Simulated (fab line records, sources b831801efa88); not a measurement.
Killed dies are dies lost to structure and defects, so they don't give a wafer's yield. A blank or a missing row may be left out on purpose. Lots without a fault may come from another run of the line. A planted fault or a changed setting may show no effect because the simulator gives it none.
Tool commonality check | flow sky130 | 11 lots, 39 wafers sampled

WHY IT WAS OPENED
At SKY_VIA2_THK_MEAS_01 the reading VIA2_HDPCVD_THK is flagged on 2 of 11 lots. Wafers without a fault read 1184 nm, standard deviation 9.6.
Rule: a lot is flagged when every wafer of it that has a number lies more than 4 standard deviations from that mean, or none has a number. The other lots count as sound.

lot  | measured     | on            | VIA2_HDPCVD_THK (nm), wafer by wafer | flag
L240 | day 34 11:32 | film_metro-04 | 1174 1178 1174                       |
L245 | day 37 08:51 | film_metro-03 | 1364 1356 1377 1365 1356 1380        | FLAGGED
L247 | day 37 13:31 | film_metro-01 | 1366 1357 1386 1365 1357 1386        | FLAGGED
L254 | day 39 07:52 | film_metro-01 | 1182 1195 1184                       |
L257 | day 40 16:44 | film_metro-01 | 1175 1198 1200                       |
L258 | day 40 21:37 | film_metro-03 | 1185 1179 1178                       |
L259 | day 40 23:04 | film_metro-01 | 1181 1180 1183                       |
L260 | day 41 19:10 | film_metro-03 | 1184 1192 1180                       |
L261 | day 42 02:37 | film_metro-01 | 1191 1189 1199                       |
L263 | day 42 03:26 | film_metro-01 | 1188 1189 1191                       |
L262 | day 42 07:59 | film_metro-01 | 1184 1179 1174                       |
The numbers of the flagged lots are 1368 nm on average: +184 nm against the usual, or +19 standard deviations.

WHICH TOOL RAN EACH LOT
The record holds 2 process steps before the reading, out of a route of 708 steps. In each cell: the tool, then ch and the chambers that the sampled wafers went through, then the start.
lot  | flag    | SKY_METAL2_SPUTTER_02        | SKY_VIA2_HDPCVD_00
L240 |         | pvd_sputter-03, day 33 07:44 | hdpcvd-01 ch 0,1,2, day 34 11:25
L245 | FLAGGED | pvd_sputter-03, day 36 05:48 | hdpcvd-01 ch 1,2, day 37 08:40
L247 | FLAGGED | pvd_sputter-02, day 36 08:53 | hdpcvd-01 ch 0,2, day 37 13:22
L254 |         | pvd_sputter-04, day 38 05:33 | hdpcvd-02 ch 0,1,2, day 39 07:44
L257 |         | pvd_sputter-04, day 39 15:11 | hdpcvd-02 ch 0,2, day 40 16:37
L258 |         | pvd_sputter-04, day 39 19:56 | hdpcvd-02 ch 0,1,2, day 40 21:29
L259 |         | pvd_sputter-03, day 39 21:35 | hdpcvd-02 ch 0,1,2, day 40 22:55
L260 |         | pvd_sputter-02, day 40 15:58 | hdpcvd-01 ch 0,1, day 41 19:03
L261 |         | pvd_sputter-02, day 41 00:44 | hdpcvd-01 ch 0,1,2, day 42 02:30
L263 |         | pvd_sputter-04, day 41 01:41 | hdpcvd-01 ch 0,1,2, day 42 03:19
L262 |         | pvd_sputter-02, day 41 06:20 | hdpcvd-01 ch 0,1,2, day 42 07:51
What these steps do:
- SKY_METAL2_SPUTTER_02: material AlCu, target thk 250 nm, time 13.3 s.
- SKY_VIA2_HDPCVD_00: deposits SiO2, target thk 1180 nm, time 196.7 s.
- SKY_VIA2_THK_MEAS_01

FLAGGED OVER TOTAL, TOOL BY TOOL (the gauges that took the reading come last)
step                  | tool           | lots run | flagged | share of the flagged lots | sound lots run after its first flagged lot
SKY_METAL2_SPUTTER_02 | pvd_sputter-02 | 4        | 1       | some                      | 3 (L260,L261,L262)
SKY_METAL2_SPUTTER_02 | pvd_sputter-03 | 3        | 1       | some                      | 1 (L259)
SKY_METAL2_SPUTTER_02 | pvd_sputter-04 | 4        | 0       | none                      | -
SKY_VIA2_HDPCVD_00    | hdpcvd-01      | 7        | 2       | all                       | 4 (L260,L261,L263,L262)
SKY_VIA2_HDPCVD_00    | hdpcvd-02      | 4        | 0       | none                      | -
SKY_VIA2_THK_MEAS_01  | film_metro-01  | 7        | 1       | some                      | 6 (L254,L257,L259,L261,L263,L262)
SKY_VIA2_THK_MEAS_01  | film_metro-03  | 3        | 1       | some                      | 2 (L258,L260)
SKY_VIA2_THK_MEAS_01  | film_metro-04  | 1        | 0       | none                      | -

WHAT THE TABLE ALLOWS
1 row of the table ran every flagged lot: hdpcvd-01 at SKY_VIA2_HDPCVD_00.
- hdpcvd-01 at SKY_VIA2_HDPCVD_00: 2 of its 7 lots flagged. Sound lots ran on it after the first flagged one (L260, L261, L263, L262), which a lasting fault on the whole tool wouldn't allow. Its own readings lie more than 4 standard deviations out on every wafer of the flagged lots: run_length_s.
No row of the table ran every flagged lot and no sound lot after the first.

WHAT THE SIMULATOR HAD PUT IN
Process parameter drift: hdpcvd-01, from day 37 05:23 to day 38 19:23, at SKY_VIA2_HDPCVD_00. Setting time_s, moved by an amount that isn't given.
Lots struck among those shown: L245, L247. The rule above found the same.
